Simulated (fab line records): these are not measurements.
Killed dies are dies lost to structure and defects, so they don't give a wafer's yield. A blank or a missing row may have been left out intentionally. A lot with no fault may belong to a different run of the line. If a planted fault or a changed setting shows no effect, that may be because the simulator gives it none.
Chamber matching ; flow gf180mcu ; GF_V3_ETCH_16 on rie diel-03 has 4 sister chambers
The step etches BARC in N2/H2. 4 wafers are shown with their chamber, then 7 later ones without.

WAFERS PAIRED WITH THEIR CHAMBERS
wafer;chamber;drypump motor current A (A)
L084.3;2;6.4
L087.1;3;4.8
L088.2;0;5.6
L088.4;1;6.0

WAFERS WITH NO CHAMBER GIVEN
wafer;drypump motor current A (A)
L088.5;4.9
L089.4;5.6
L089.5;6.5
L089.6;6.0
L096.1;4.8
L096.2;5.6
L096.3;6.4

WHICH CHAMBER EACH WENT THROUGH
wafer;from the rows above;in truth
L088.5;3;3
L089.4;0;0
L089.5;2;2
L089.6;1;1
L096.1;3;3
L096.2;0;0
L096.3;2;2
Correctly placed: 7 of 7. Left unplaced by these rows: 0. Placed wrongly: 0.
How it was worked out, from the rows above alone: a wafer's distance from a chamber is the root of the sum, over the readings, of the square of ((its reading less the chamber's mean) divided by the reading's scatter). If the next closest chamber is less than 2 further off than the closest, the wafer can't be placed; otherwise it belongs to the closest. For every chamber, the mean is computed from those of its wafers that are shown. The scatter (one wafer shown for each chamber): square how far every hidden wafer sits from the nearest shown wafer, average those squares and take the square root.
